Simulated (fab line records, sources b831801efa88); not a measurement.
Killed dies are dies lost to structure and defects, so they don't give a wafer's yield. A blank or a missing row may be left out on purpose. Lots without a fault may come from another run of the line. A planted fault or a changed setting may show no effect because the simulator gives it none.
fab line records | flow sky130
record lots=6 wafers=18 last_day=50
route steps=708 shown METAL5@671 PASSIVATION@681 PAD_OPEN@694
lots that met no fault: from a run of the same line without faults
start_h: hours from the record's first day to the start of the lot's first wafer shown | wait_h: hours since the lot's step before | " the same as in the row above | L1.1+2: a row that stands for several wafers | - no value, or no start given | * or withheld: withheld | < > ~ a bound
route shown NAME@n: a module of which the file shows steps, and the number in the route of the first | usual: mean/standard deviation of fault-free wafers | same: alike in all rows | chamber/n: place in a boat | sites: the reading at each site | _std_site: their standard deviation | _edge_site: outer sites' mean less inner sites' | radius_mm: how far each site lies from the wafer's centre | mask NAME#n: copy n | behind: the tool/chamber that last shaped the wafer | hold: why the lot was held/for how many hours/how that ended | device: the transistor (n, p or np) that didn't switch | end of line: the same wafers' tests at the end of the route | a step without rows: its recipe alone | killed: dies lost to structure and defects at the first sort, not the wafer's yield | map: a wafer's dies, x killed, . not, _ none there
set.NAME: the setting as run; set.NAME@STEP: as run at that earlier step | model.NAME: the simulator's own value behind a step, which no gauge read
lots at some steps of the route; a table a step, a row a wafer
services: from which hour (start_h, from the record's first day; less than 0 if before it) a tool's chamber was out of use, for how many hours, and why
## steps
# step SKY_METAL5_SOFTBAKE_10
# recipe temp_c=90 time_s=60 resist=NOVOLAK
# step SKY_METAL5_EXPOSE_11
# recipe mask_id=MM5 na=0.6 source_shape=conventional sigma_outer=0.6 polarization=unpolarized target_cd_nm=1600 dose_mj=190
# step SKY_METAL5_PEB_12
# recipe temp_c=withheld time_s=* resist=NOVOLAK
# step SKY_METAL5_DEVELOP_13
# recipe resist=NOVOLAK developer=TMAH develop_time_s=60 dev_temp_c=23
# step SKY_METAL5_DESCUM_14
# recipe chemistry=O2 source_power_w=150 bias_power_w=0 pressure_mtorr=10 temp_c=40 time_s=11
# usual drypump_motor_current_A=5.4/0.67 oes_product_au=1.001/0.0087 rf_fwd_power_W=147.5/0.66 temp_c=40.01/0.12
# columns lot.wafer tool chamber start_h wait_h drypump_motor_current_A oes_product_au rf_fwd_power_W rf_hours_counter_h temp_c
L151.2 rie_metal-03 0 1073.14 0.1 5.3 1.002 147.2 12 39.94
L151.3 " 1 " " 5.0 0.990 147.4 - 39.96
L151.6 " 0 " " 5.3 1.004 147.6 - 39.82
L154.2 rie_metal-03 1 1093.47 0.1 4.9 0.991 147.7 12 40.02
L154.3 " 0 " " 5.3 0.995 147.8 - 39.97
L154.5 " 0 " " 5.3 1.016 148.0 - 40.10
L157.1 rie_metal-01 1 1121.01 0.1 4.7 0.999 148.3 10 40.22
L157.5 " 1 " " 4.7 0.989 147.4 - 40.12
L157.6 " 0 " " 6.3 1.023 146.7 - 40.21
L158.1 rie_metal-01 0 1121.31 0.1 6.3 1.003 147.3 23 39.89
L158.4 " 0 " " 6.3 0.999 146.9 - 39.96
L158.6 " 1 " " 4.7 0.983 147.8 - 39.88
L160.2 rie_metal-02 0 1134.26 0.1 4.9 1.011 145.8 15 40.23
L160.3 " 1 " " 6.1 0.995 147.7 - 39.98
L160.6 " 1 " " 6.1 1.001 147.5 - 39.87
L168.3 rie_metal-01 0 1173.42 0.1 6.3 1.001 147.3 - 39.92
L168.5 " 1 " " 4.7 0.996 148.0 - 39.98
L168.6 " 0 " " 6.3 1.002 147.6 - 39.97
# step SKY_METAL5_METAL_ETCH_15
# recipe target_depth_a=12600 stop_on=SiO2 over_etch_frac=0.2 time_s=252 chemistry=Cl2/BCl3 resist_sidewall_deg=86 pressure_mtorr=10 icp_w=900 bias_w=48.5 Cl2_flow_sccm=60 bcl3_flow_sccm=30
# step SKY_METAL5_STRIP_16
# recipe chemistry=O2/N2 power_w=1400 pressure_mtorr=1500 platen_temp_c=withheld o2_flow_sccm=3000 n2_flow_sccm=300 overash_fraction=0.5
# usual drypump_motor_current_A=6.0/0.43 oes_product_au=0.710/0.0047 strip_time_to_endpoint_s=13.04/0.12
# same overash_fraction=0.5
# columns lot.wafer tool chamber start_h wait_h drypump_motor_current_A oes_product_au rf_hours_counter_h strip_time_to_endpoint_s
L151.2 plasma_asher-04 1 1073.41 0.2 6.3 0.721 30 12.92
L151.3 " 1 " " 6.3 0.709 - 13.17
L151.6 " 0 " " 6.5 0.698 - 12.95
L154.2 plasma_asher-02 1 1093.74 0.2 5.9 0.712 64 13.16
L154.3 " 1 " " 5.9 0.714 - 13.02
L154.5 " 0 " " 5.5 0.708 - 13.00
L157.1 plasma_asher-04 0 1121.28 0.2 6.5 0.709 34 13.22
L157.5 " 1 " " 6.3 0.717 - 13.27
L157.6 " 0 " " 6.5 0.700 - 13.04
L158.1 plasma_asher-02 1 1121.58 0.2 5.9 0.711 67 12.90
L158.4 " 1 " " 6.0 0.712 - 12.91
L158.6 " 1 " " 5.9 0.704 - 13.23
L160.2 plasma_asher-04 0 1134.53 0.2 6.5 0.710 36 12.99
L160.3 " 1 " " 6.3 0.711 - 13.14
L160.6 " 0 " " 6.5 0.704 - 13.08
L168.3 plasma_asher-02 0 1173.71 0.1 5.4 0.707 - 13.02
L168.5 " 1 " " 5.9 0.713 - 13.08
L168.6 " 0 " " 5.5 0.713 - 12.93
# step SKY_METAL5_STRIP_17
# recipe chemistry=post_etch_residue_remover time_s=1200 temp_c=72.5
# step SKY_METAL5_CLEAN_18
# recipe chemistry=IPA time_s=180 temp_c=25
# step SKY_METAL5_CLEAN_19
# recipe chemistry=O3/DIW dry=n2_spin
# step SKY_PASSIVATION_CVD_00
# recipe material=SiO2 target_thk_nm=90 temp_c=400 time_s=withheld rf_w=600
# usual heater_power_w=685/84 rf_fwd_power_W=591.3/2.5
# columns lot.wafer tool chamber start_h wait_h heater_power_w rf_fwd_power_W
L151.2 pecvd-01 0 1074.00 0.0 876 594.7
L151.3 " 2 " " 732 587.7
L151.6 " 0 " " 857 593.5
L154.2 pecvd-02 0 1094.34 0.0 574 586.1
L154.3 " 1 " " 722 593.5
L154.5 " 0 " " 573 588.7
L157.1 pecvd-02 1 1121.99 0.0 736 590.3
L157.5 " 2 " " 660 593.3
L157.6 " 0 " " 636 587.2
L158.1 pecvd-03 0 1122.31 0.0 544 591.3
L158.4 " 0 " " 557 587.1
L158.6 " 2 " " 579 594.8
L160.2 pecvd-03 1 1135.12 0.0 704 591.6
L160.3 " 0 " " 574 594.5
L160.6 " 0 " " 580 592.5
L168.3 pecvd-01 2 1174.29 0.0 732 587.0
L168.5 " 1 " " 746 594.3
L168.6 " 0 " " 867 593.0
# step SKY_PASSIVATION_THK_MEAS_01
# recipe reads=SiO2_of_PASSIVATION_CVD_00
# usual PASSIVATION_CVD_00_THK=90.1/1.2
# columns lot.wafer tool chamber start_h wait_h PASSIVATION_CVD_00_THK[nm]
L151.2 film_metro-03 - 1074.03 - 90.8
L151.3 " - " " 89.4
L151.6 " - " " 92.9
L154.2 film_metro-03 - 1094.37 - 89.4
L154.3 " - " " 87.4
L154.5 " - " " 89.4
L157.1 film_metro-01 - 1122.01 - 90.4
L157.5 " - " " 91.4
L157.6 " - " " 91.3
L158.1 film_metro-03 - 1122.33 - 90.3
L158.4 " - " " 92.4
L158.6 " - " " 91.7
L160.2 film_metro-03 - 1135.15 - 89.9
L160.3 " - " " 88.0
L160.6 " - " " 90.1
L168.3 film_metro-03 - 1174.33 - 88.2
L168.5 " - " " 90.7
L168.6 " - " " 92.7
# step SKY_PASSIVATION_CVD_02
# recipe material=Si3N4 target_thk_nm=540 temp_c=400 time_s=withheld rf_w=450
# usual heater_power_w=745/76 rf_fwd_power_W=449.4/1.2
# columns lot.wafer tool chamber start_h wait_h heater_power_w rf_fwd_power_W model.Si3N4_of_PASSIVATION_CVD_02.thk_nm
L151.2 pecvd-03 2 1074.08 0.0 733 450.9 532.3
L151.3 " 0 " " 573 450.2 529.2
L151.6 " 0 " " 595 450.0 544.8
L154.2 pecvd-01 1 1094.42 0.0 782 448.9 532.4
L154.3 " 2 " " 813 448.9 527.9
L154.5 " 0 " " 804 450.3 532.6
L157.1 pecvd-01 1 1122.07 0.1 852 449.6 588.8
L157.5 " 0 " " 762 450.3 542.1
L157.6 " 1 " " 737 450.8 538.2
L158.1 pecvd-02 2 1122.39 0.1 776 448.4 532.1
L158.4 " 0 " " 664 448.2 541.8
L158.6 " 1 " " 705 449.4 546.5
L160.2 pecvd-01 2 1135.20 0.0 797 449.8 596.3
L160.3 " 1 " " 777 449.3 532.2
L160.6 " 1 " " 797 449.7 532
L168.3 pecvd-02 2 1174.37 0.0 835 448.5 536.8
L168.5 " 0 " " 738 449.4 545.9
L168.6 " 2 " " 842 447.5 541
# step SKY_PASSIVATION_THK_MEAS_03
# recipe reads=Si3N4_of_PASSIVATION_CVD_02
# usual PASSIVATION_CVD_02_THK=540/7.3
# columns lot.wafer tool chamber start_h wait_h PASSIVATION_CVD_02_THK[nm]
L151.2 film_metro-02 - 1074.31 - 532
L151.3 " - " " 529
L151.6 " - " " 545
L154.2 film_metro-01 - 1094.65 - 533
L154.3 " - " " 528
L154.5 " - " " 533
L157.1 film_metro-01 - 1122.41 - 589
L157.5 " - " " 542
L157.6 " - " " 539
L158.1 film_metro-02 - 1122.62 - 532
L158.4 " - " " 541
L158.6 " - " " 547
L160.2 film_metro-02 - 1135.44 - 596
L160.3 " - " " 532
L160.6 " - " " 532
L168.3 film_metro-03 - 1174.62 - 537
L168.5 " - " " 546
L168.6 " - " " 541
# step SKY_PASSIVATION_DEHYDRATE_04
# recipe temp_c=200 time_s=60
# step SKY_PASSIVATION_HMDS_05
# recipe prime_time_s=60 prime_temp_c=120
# step SKY_PASSIVATION_COAT_06
# recipe spin_rpm=2000 resist_thk_nm=3000
# step SKY_PASSIVATION_SOFTBAKE_07
# recipe temp_c=110 time_s=withheld
# step SKY_PASSIVATION_EXPOSE_08
# recipe mask_id=NSM target_cd_nm=3000 na=0.57 dose_mj=260
# step SKY_PASSIVATION_PEB_09
# recipe temp_c=115 time_s=withheld
# step SKY_PASSIVATION_DEVELOP_10
# recipe develop_time_s=60 dev_temp_c=23
# step SKY_PASSIVATION_ETCH_11
# recipe chemistry=CF4/O2 target_depth_nm=725 stop_on=AlCu source_w=800 bias_w=150 pressure_mtorr=150 cf4_flow_sccm=80 O2_flow_sccm=10 time_s=161.1
# usual drypump_motor_current_A=5.8/0.36 oes_product_au=0.977/0.0074 rf_fwd_power_W=796.7/2.6 throttle_valve_pct=5.964/0.0094
# columns lot.wafer tool chamber start_h wait_h drypump_motor_current_A oes_product_au rf_fwd_power_W rf_hours_counter_h throttle_valve_pct model.etch.depth_nm model.PASSIVATION.feature_depth_nm
L151.2 rie_diel-01 2 1096.49 - 6.2 0.973 799.8 25 5.968 697.2 697.2
L151.3 " 3 " " 5.3 0.969 800.0 12 5.962 692.8 692.8
L151.6 " 3 " " 5.3 0.992 800.7 - 5.967 713.1 713.1
L154.2 rie_diel-02 0 1115.36 - 5.9 0.965 794.4 10 5.947 694.6 694.6
L154.3 " 2 " " 5.6 0.959 800.6 12 5.960 688.1 688.1
L154.5 " 3 " " 5.5 0.970 796.0 - 5.952 694.7 694.7
L157.1 rie_diel-01 1 1140.34 - 6.1 1.007 793.6 24 5.978 745.3 745.3
L157.5 " 1 " " 6.1 0.985 795.9 - 5.952 708.3 708.3
L157.6 " 0 " " 5.9 0.981 795.0 - 5.970 704.9 704.9
L158.1 rie_diel-01 2 1141.34 - 6.2 0.966 798.1 26 5.985 695.5 695.5
L158.4 " 3 " " 5.3 0.985 798.3 13 5.974 707 706.9
L158.6 " 3 " " 5.3 0.989 799.3 - 5.955 711.1 711.1
L160.2 rie_diel-03 1 1153.89 - 6.4 0.993 796.9 16 5.966 725.6 725.6
L160.3 " 0 " " 6.1 0.968 795.6 12 5.962 694.6 694.6
L160.6 " 0 " " 6.1 0.969 797.5 - 5.966 696.1 696.1
L168.3 rie_diel-03 1 1192.36 - 6.4 0.976 794.0 17 5.955 700.2 700.2
L168.5 " 1 " " 6.4 0.981 797.4 - 5.967 711.7 711.7
L168.6 " 0 " " 6.1 0.977 797.5 - 5.964 708.3 708.3
# step SKY_PASSIVATION_STRIP_12
# recipe chemistry=O2/N2 power_w=1400 pressure_mtorr=1500 platen_temp_c=withheld overash_fraction=0.7 o2_flow_sccm=3000 n2_flow_sccm=300
# usual drypump_motor_current_A=5.8/0.53 oes_product_au=0.661/0.0046 strip_time_to_endpoint_s=31.48/0.14
# same overash_fraction=0.7
# columns lot.wafer tool chamber start_h wait_h drypump_motor_current_A oes_product_au rf_hours_counter_h strip_time_to_endpoint_s
L151.2 plasma_asher-03 1 1096.59 0.1 6.8 0.658 3 31.31
L151.3 " 1 " " 6.8 0.659 - 31.19
L151.6 " 0 " " 5.9 0.654 - 31.18
L154.2 plasma_asher-02 0 1115.47 0.1 5.5 0.661 66 31.58
L154.3 " 0 " " 5.5 0.651 - 31.39
L154.5 " 1 " " 5.9 0.664 - 31.45
L157.1 plasma_asher-02 0 1140.44 0.1 5.5 0.663 68 31.66
L157.5 " 1 " " 5.9 0.661 - 31.62
L157.6 " 0 " " 5.4 0.665 - 31.78
L158.1 plasma_asher-01 1 1141.44 0.1 5.6 0.663 103 31.50
L158.4 " 1 " " 5.6 0.654 - 31.49
L158.6 " 1 " " 5.6 0.668 - 31.55
L160.2 plasma_asher-03 1 1153.99 0.1 6.8 0.660 9 31.60
L160.3 " 1 " " 6.8 0.662 - 31.68
L160.6 " 1 " " 6.8 0.660 - 31.67
L168.3 plasma_asher-02 1 1192.50 0.1 6.0 0.661 - 31.53
L168.5 " 0 " " 5.5 0.665 - 31.51
L168.6 " 1 " " 6.0 0.665 - 31.62
# step SKY_PAD_OPEN_DEHYDRATE_00
# recipe temp_c=200 time_s=60
# step SKY_PAD_OPEN_HMDS_01
# recipe prime_time_s=60 prime_temp_c=120
# step SKY_PAD_OPEN_COAT_02
# recipe spin_rpm=2000 resist_thk_nm=3000
# step SKY_PAD_OPEN_SOFTBAKE_03
# recipe temp_c=110 time_s=withheld
# step SKY_PAD_OPEN_EXPOSE_04
# recipe mask_id=PDM target_cd_nm=60000 na=0.57 dose_mj=260
# step SKY_PAD_OPEN_PEB_05
# recipe temp_c=115 time_s=withheld
# step SKY_PAD_OPEN_DEVELOP_06
# recipe develop_time_s=60 dev_temp_c=23
# step SKY_PAD_OPEN_ETCH_07
# recipe chemistry=CF4/O2 target_depth_nm=725 stop_on=AlCu source_w=800 bias_w=150 pressure_mtorr=150 cf4_flow_sccm=80 O2_flow_sccm=10 time_s=161.1
# usual drypump_motor_current_A=5.65/0.27 oes_product_au=0.977/0.0068 rf_fwd_power_W=797.0/2.6 throttle_valve_pct=5.965/0.0088
# columns lot.wafer tool chamber start_h wait_h drypump_motor_current_A oes_product_au rf_fwd_power_W rf_hours_counter_h throttle_valve_pct model.PAD_OPEN.feature_depth_nm model.etch.depth_nm
L151.2 rie_diel-04 1 1117.09 - 5.87 0.984 792.7 29 5.956 697.2 697.2
L151.3 " 2 " " 5.45 0.969 799.6 19 5.967 692.8 692.8
L151.6 " 1 " " 5.86 0.978 791.8 - 5.981 713.1 713.1
L154.2 rie_diel-04 0 1134.63 - 5.41 0.972 796.2 25 5.959 694.6 694.6
L154.3 " 3 " " 5.46 0.964 801.1 19 5.942 688.1 688.1
L154.5 " 0 " " 5.46 0.973 796.8 - 5.963 694.7 694.7
L157.1 rie_diel-02 2 1158.43 - 5.63 1.009 801.3 13 5.972 739 739
L157.5 " 3 " " 5.56 0.986 792.9 - 5.981 708.3 708.3
L157.6 " 0 " " 5.91 0.977 796.4 - 5.956 704.9 704.9
L158.1 rie_diel-02 2 1159.58 - 5.61 0.969 800.2 13 5.963 695.5 695.5
L158.4 " 1 " " 5.40 0.977 791.4 3 5.961 706.9 707
L158.6 " 2 " " 5.61 0.985 798.0 - 5.967 711.1 711.1
L160.2 rie_diel-01 0 1171.99 - 5.89 0.996 799.8 28 5.973 726.4 726.4
L160.3 " 3 " " 5.32 0.978 798.3 14 5.974 694.6 694.6
L160.6 " 0 " " 5.91 0.974 795.0 - 5.962 696.1 696.1
L168.3 rie_diel-04 2 1207.94 - 5.44 0.966 800.8 23 5.954 700.2 700.2
L168.5 " 0 " " 5.45 0.976 795.6 - 5.963 708.2 708.2
L168.6 " 1 " " 5.86 0.981 799.5 - 5.965 708.3 708.3
# step SKY_PAD_OPEN_STRIP_08
# recipe chemistry=O2/N2 power_w=1400 pressure_mtorr=1500 platen_temp_c=withheld overash_fraction=0.7 o2_flow_sccm=3000 n2_flow_sccm=300
# usual drypump_motor_current_A=5.9/0.61 oes_product_au=0.663/0.0045 strip_time_to_endpoint_s=37.05/0.098
# same overash_fraction=0.7
# columns lot.wafer tool chamber start_h wait_h drypump_motor_current_A oes_product_au rf_hours_counter_h strip_time_to_endpoint_s
L151.2 plasma_asher-04 0 1117.19 0.1 6.5 0.663 34 36.86
L151.3 " 1 " " 6.3 0.662 - 36.96
L151.6 " 1 " " 6.3 0.666 - 37.04
L154.2 plasma_asher-01 0 1134.73 0.1 5.1 0.666 102 37.16
L154.3 " 1 " " 5.6 0.670 - 37.15
L154.5 " 0 " " 5.1 0.665 - 37.09
L157.1 plasma_asher-03 0 1158.53 0.1 5.9 0.665 10 36.97
L157.5 " 0 " " 5.9 0.674 - 36.92
L157.6 " 1 " " 6.8 0.661 - 36.93
L158.1 plasma_asher-01 0 1159.68 0.1 5.1 0.667 104 37.01
L158.4 " 1 " " 5.6 0.667 - 36.91
L158.6 " 1 " " 5.6 0.665 - 36.97
L160.2 plasma_asher-03 0 1172.09 0.1 5.9 0.660 11 36.91
L160.3 " 1 " " 6.8 0.666 - 36.90
L160.6 " 0 " " 5.9 0.664 - 36.97
L168.3 plasma_asher-03 0 1208.08 0.1 5.9 0.655 - 37.20
L168.5 " 1 " " 6.8 0.664 - 37.23
L168.6 " 0 " " 5.9 0.662 - 37.14
# step SKY_PAD_OPEN_STRIP_09
# recipe chemistry=post_etch_residue_remover time_s=1200 temp_c=72.5
# usual temp_c=72.50/0.13
# columns lot.wafer tool chamber start_h wait_h temp_c model.Si3N4_of_PASSIVATION_CVD_02.thk_nm
L151.2 wet_bench-04 1 1117.29 0.1 72.62 531.9
L151.3 " 1 " " 72.68 528.9
L151.6 " 1 " " 72.58 544.5
L154.2 wet_bench-02 2 1134.83 0.1 72.37 532.1
L154.3 " 2 " " 72.57 527.6
L154.5 " 2 " " 72.33 532.2
L157.1 wet_bench-04 1 1158.63 0.1 72.39 588.5
L157.5 " 1 " " 72.42 541.7
L157.6 " 1 " " 72.28 537.8
L158.1 wet_bench-03 1 1159.78 0.1 72.71 531.8
L158.4 " 1 " " 72.56 541.4
L158.6 " 1 " " 72.50 546.2
L160.2 wet_bench-02 0 1172.19 0.1 72.54 595.9
L160.3 " 0 " " 72.60 531.9
L160.6 " 0 " " 72.64 531.6
L168.3 wet_bench-03 3 1208.14 0.0 72.41 536.5
L168.5 " 3 " " 72.37 545.5
L168.6 " 3 " " 72.33 540.7
# step SKY_PAD_OPEN_CLEAN_10
# recipe chemistry=IPA time_s=180 temp_c=25
# step SKY_PAD_OPEN_PROBE_99
# usual defect_limited_yield=82.1/2 killed_at_M0_to_M3=43/6.4 killed_at_M4_up=3.2/1.8 killed_at_contacts=25/5.5 killed_at_front_end=16/5.2 killed_at_other=0.3/0.49 killed_dies=88/10 killed_open=48/7 killed_short=40/7.1 sort_bin_3_pad_short=0.9/0.42 sort_bin_5_function=10.5/1.6 sort_bin_6_memory=6.5/1.2 sort_n_pass=404/10 sort_yield_pct=82.1/2
# same gross_dies=492 killed_at_back_side=0 sort_bin_4_leakage[%]=0 sort_bin_8_speed[%]=0
# columns lot.wafer tool chamber start_h wait_h defect_limited_yield[%] killed_at_M0_to_M3 killed_at_M4_up killed_at_contacts killed_at_front_end killed_at_other killed_dies killed_open killed_short sort_bin_3_pad_short[%] sort_bin_5_function[%] sort_bin_6_memory[%] sort_n_pass sort_yield_pct[%]
L151.2 prober-01 - 1119.45 0.1 81.9 50 3 21 14 1 89 52 37 1.2 10.6 6.3 403 81.9
L151.3 prober-01 - 1119.50 0.2 83.3 39 3 20 20 0 82 51 31 0.4 10.2 6.1 410 83.3
L151.6 prober-01 - 1119.65 0.2 79.1 53 4 30 15 1 103 54 49 1.4 13.6 5.9 389 79.1
L154.2 prober-02 - 1136.99 0.1 83.5 38 4 27 11 1 81 47 34 1.8 9.3 5.3 411 83.5
L154.3 prober-02 - 1137.04 0.2 83.5 39 3 19 20 0 81 45 36 1.6 10.4 4.5 411 83.5
L154.5 prober-02 - 1137.14 0.2 86.0 37 0 16 16 0 69 35 34 1.4 7.3 5.3 423 86.0
L157.1 prober-01 - 1160.78 0.1 78.3 48 1 29 29 0 107 67 40 1.6 12.2 7.9 385 78.3
L157.5 prober-01 - 1160.98 0.2 81.1 44 3 28 18 0 93 43 50 0.4 11.8 6.7 399 81.1
L157.6 prober-01 - 1161.03 0.2 81.9 46 1 27 15 0 89 36 53 2.0 7.9 8.1 403 81.9
L158.1 prober-02 - 1161.90 0.1 85.6 44 0 19 7 1 71 39 32 0.8 8.3 5.3 421 85.6
L158.4 prober-02 - 1162.05 0.2 82.3 42 2 29 13 1 87 57 30 0.4 10.8 6.5 405 82.3
L158.6 prober-02 - 1162.15 0.2 82.3 39 2 20 26 0 87 45 42 0 11.8 5.9 405 82.3
L160.2 prober-01 - 1174.40 0.1 82.7 44 1 30 10 0 85 54 31 1.0 9.6 6.7 407 82.7
L160.3 prober-01 - 1174.45 0.2 84.6 34 7 19 15 1 76 41 35 0.6 8.9 5.9 416 84.6
L160.6 prober-01 - 1174.60 0.2 81.7 36 4 36 14 0 90 38 52 1.2 12.0 5.1 402 81.7
L168.3 prober-02 - 1210.35 0.2 80.3 33 0 41 22 1 97 54 43 0.6 11.6 7.5 395 80.3
L168.5 prober-02 - 1210.45 0.2 85.4 32 6 27 6 1 72 41 31 1.0 8.9 4.7 420 85.4
L168.6 prober-02 - 1210.50 0.2 82.9 41 2 25 16 0 84 49 35 1.0 10.0 6.1 408 82.9
# killed by level:class
L151.2 VIA1:geometric_particle:open=11 VIA2:geometric_particle:open=9 CONTACT:geometric_particle:open=8 VIA3:geometric_particle:open=6 LI_CONTACT:geometric_particle:open=5 VIA1:geometric_particle:short=5 METAL2:geometric_particle:short=5 FIELD_ISO:geometric_particle:open=4
L151.3 VIA1:geometric_particle:open=11 LI_CONTACT:geometric_particle:open=8 CONTACT:geometric_particle:open=8 FIELD_ISO:geometric_particle:open=6 VIA1:geometric_particle:short=5 METAL2:geometric_particle:short=5 VIA2:geometric_particle:open=5 FIELD_ISO:geometric_particle:short=3
L151.6 VIA1:geometric_particle:open=15 CONTACT:geometric_particle:open=13 METAL2:geometric_particle:short=11 METAL1:geometric_particle:short=10 LI_CONTACT:geometric_particle:open=5 CONTACT:geometric_particle:short=5 LOCAL_INTERCONNECT:geometric_particle:short=4 VIA2:geometric_particle:open=4
L154.2 VIA1:geometric_particle:open=13 LI_CONTACT:geometric_particle:open=10 CONTACT:geometric_particle:short=6 CONTACT:geometric_particle:open=5 FIELD_ISO:geometric_particle:open=4 METAL1:geometric_particle:short=4 VIA1:geometric_particle:short=4 VIA3:geometric_particle:open=4
L154.3 CONTACT:geometric_particle:open=8 FIELD_ISO:geometric_particle:open=7 METAL1:geometric_particle:short=7 VIA3:geometric_particle:open=6 LI_CONTACT:geometric_particle:open=6 VIA1:geometric_particle:short=5 VIA2:geometric_particle:open=5 POLY_GATE:geometric_particle:open=4
L154.5 VIA1:geometric_particle:open=10 METAL1:geometric_particle:short=9 VIA2:geometric_particle:open=7 CONTACT:geometric_particle:open=7 VIA1:geometric_particle:short=6 CONTACT:geometric_particle:short=5 FIELD_ISO:geometric_particle:short=4 FIELD_ISO:geometric_particle:open=3
L157.1 CONTACT:geometric_particle:open=13 VIA1:geometric_particle:open=13 FIELD_ISO:geometric_particle:open=10 FIELD_ISO:geometric_particle:short=9 VIA3:geometric_particle:open=9 VIA2:geometric_particle:open=8 POLY_GATE:geometric_particle:short=6 LI_CONTACT:geometric_particle:open=5
L157.5 CONTACT:geometric_particle:short=11 VIA1:geometric_particle:open=9 VIA2:geometric_particle:open=7 CONTACT:geometric_particle:open=6 VIA3:geometric_particle:open=6 VIA3:geometric_particle:short=5 VIA1:geometric_particle:short=5 METAL2:geometric_particle:short=5
L157.6 VIA1:geometric_particle:open=11 LI_CONTACT:geometric_particle:short=6 LI_CONTACT:geometric_particle:open=6 VIA1:geometric_particle:short=6 FIELD_ISO:geometric_particle:short=5 POLY_GATE:geometric_particle:short=5 CONTACT:geometric_particle:open=5 CONTACT:geometric_particle:short=5
L158.1 VIA1:geometric_particle:open=8 VIA2:geometric_particle:open=7 METAL2:geometric_particle:short=5 LI_CONTACT:geometric_particle:open=5 VIA1:geometric_particle:short=5 METAL1:geometric_particle:short=4 CONTACT:geometric_particle:short=4 CONTACT:geometric_particle:open=4
L158.4 CONTACT:geometric_particle:open=15 VIA1:geometric_particle:open=12 METAL1:geometric_particle:short=7 VIA3:geometric_particle:open=5 LI_CONTACT:geometric_particle:open=5 VIA2:geometric_particle:open=5 CONTACT:geometric_particle:short=5 VIA1:geometric_particle:short=4
L158.6 CONTACT:geometric_particle:open=11 POLY_GATE:geometric_particle:short=9 METAL2:geometric_particle:short=8 VIA1:geometric_particle:open=7 VIA2:geometric_particle:open=6 POLY_GATE:geometric_particle:open=5 LI_CONTACT:geometric_particle:open=5 VIA1:geometric_particle:short=5
L160.2 CONTACT:geometric_particle:open=13 LI_CONTACT:geometric_particle:open=9 VIA3:geometric_particle:open=9 VIA1:geometric_particle:short=7 VIA1:geometric_particle:open=7 VIA2:geometric_particle:open=6 METAL1:geometric_particle:short=4 VIA2:geometric_particle:short=4
L160.3 LI_CONTACT:geometric_particle:open=9 FIELD_ISO:geometric_particle:open=7 FIELD_ISO:geometric_particle:short=6 VIA2:geometric_particle:open=5 METAL1:geometric_particle:short=5 METAL3:geometric_particle:short=5 VIA1:geometric_particle:open=4 VIA3:geometric_particle:open=4
L160.6 CONTACT:geometric_particle:open=12 LI_CONTACT:geometric_particle:open=8 POLY_GATE:geometric_particle:short=7 METAL1:geometric_particle:short=7 CONTACT:geometric_particle:short=7 VIA1:geometric_particle:open=6 METAL2:geometric_particle:short=6 LOCAL_INTERCONNECT:geometric_particle:short=5
L168.3 CONTACT:geometric_particle:open=14 FIELD_ISO:geometric_particle:open=10 LI_CONTACT:geometric_particle:open=10 CONTACT:geometric_particle:short=8 VIA1:geometric_particle:open=7 VIA3:geometric_particle:open=7 FIELD_ISO:geometric_particle:short=5 LOCAL_INTERCONNECT:geometric_particle:short=5
L168.5 CONTACT:geometric_particle:open=10 LI_CONTACT:geometric_particle:open=10 VIA3:geometric_particle:open=8 METAL2:geometric_particle:short=7 METAL4:geometric_particle:short=6 VIA1:geometric_particle:open=4 VIA2:geometric_particle:open=4 METAL3:geometric_particle:short=4
L168.6 CONTACT:geometric_particle:open=13 VIA1:geometric_particle:open=7 VIA3:geometric_particle:open=7 METAL2:geometric_particle:short=6 FIELD_ISO:geometric_particle:short=5 VIA2:geometric_particle:open=5 VIA1:geometric_particle:short=5 FIELD_ISO:geometric_particle:open=4
## services
# columns tool chamber start_h hours kind
plasma_asher-02 - 1049.89 0.4 repair
plasma_asher-03 - 1055.25 9.0 pm
plasma_asher-03 - 1060.51 4.1 repair
rie_metal-03 - 1061.44 1.4 pm
plasma_asher-02 - 1065.85 1.3 repair
plasma_asher-02 - 1067.16 6.9 repair
pecvd-03 2 1070.91 2.9 repair
rie_diel-01 3 1081.72 10.1 repair
rie_diel-03 0 1102.90 1.5 repair
pecvd-01 - 1112.87 1.3 repair
rie_metal-01 - 1115.43 1.4 pm
rie_metal-01 - 1122.66 2.4 repair
pecvd-02 2 1124.47 11.4 repair
pecvd-03 2 1136.11 3.2 repair
pecvd-03 0 1139.15 5.2 repair
rie_diel-02 - 1139.91 1.6 repair
rie_diel-03 2 1151.04 10.2 repair
rie_diel-01 - 1154.01 14.6 pm
rie_diel-01 - 1168.61 2.8 pm
rie_metal-01 0 1177.97 19.4 repair
rie_diel-03 - 1178.61 1.5 repair
pecvd-02 0 1187.80 5.1 repair
wet_bench-04 - 1191.61 1.9 pm
rie_diel-04 1 1205.06 2.2 repair
## key
first_sign step=SKY_PASSIVATION_THK_MEAS_03 reading=PASSIVATION_CVD_02_THK direction=up sigmas=7.2 usual=540 struck=593
effect step=SKY_PASSIVATION_ETCH_11 reading=oes_product_au direction=up sigmas=3.1 usual=0.977 struck=1.000
effect step=SKY_PAD_OPEN_ETCH_07 reading=oes_product_au direction=up sigmas=3.8 usual=0.977 struck=1.003
model_effect step=SKY_PASSIVATION_CVD_02 value=Si3N4_of_PASSIVATION_CVD_02.thk_nm without=529.1 struck=592.6
model_effect step=SKY_PASSIVATION_ETCH_11 value=etch.depth_nm without=694 struck=735.5
model_effect step=SKY_PAD_OPEN_ETCH_07 value=PAD_OPEN.feature_depth_nm without=694 struck=732.7
model_effect step=SKY_PAD_OPEN_STRIP_09 value=Si3N4_of_PASSIVATION_CVD_02.thk_nm without=528.7 struck=592.2
met_at SKY_PASSIVATION_CVD_02
struck_wafers L157.1,L160.2
onset_between 1094.42 1122.07
fault kind=process_parameter_drift tool=pecvd-01 chamber=- onset_h=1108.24 steps=SKY_PASSIVATION_CVD_02 channel=time_s offset=withheld shape=step end_h=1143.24 scope=struck_wafers_only acts_in=*
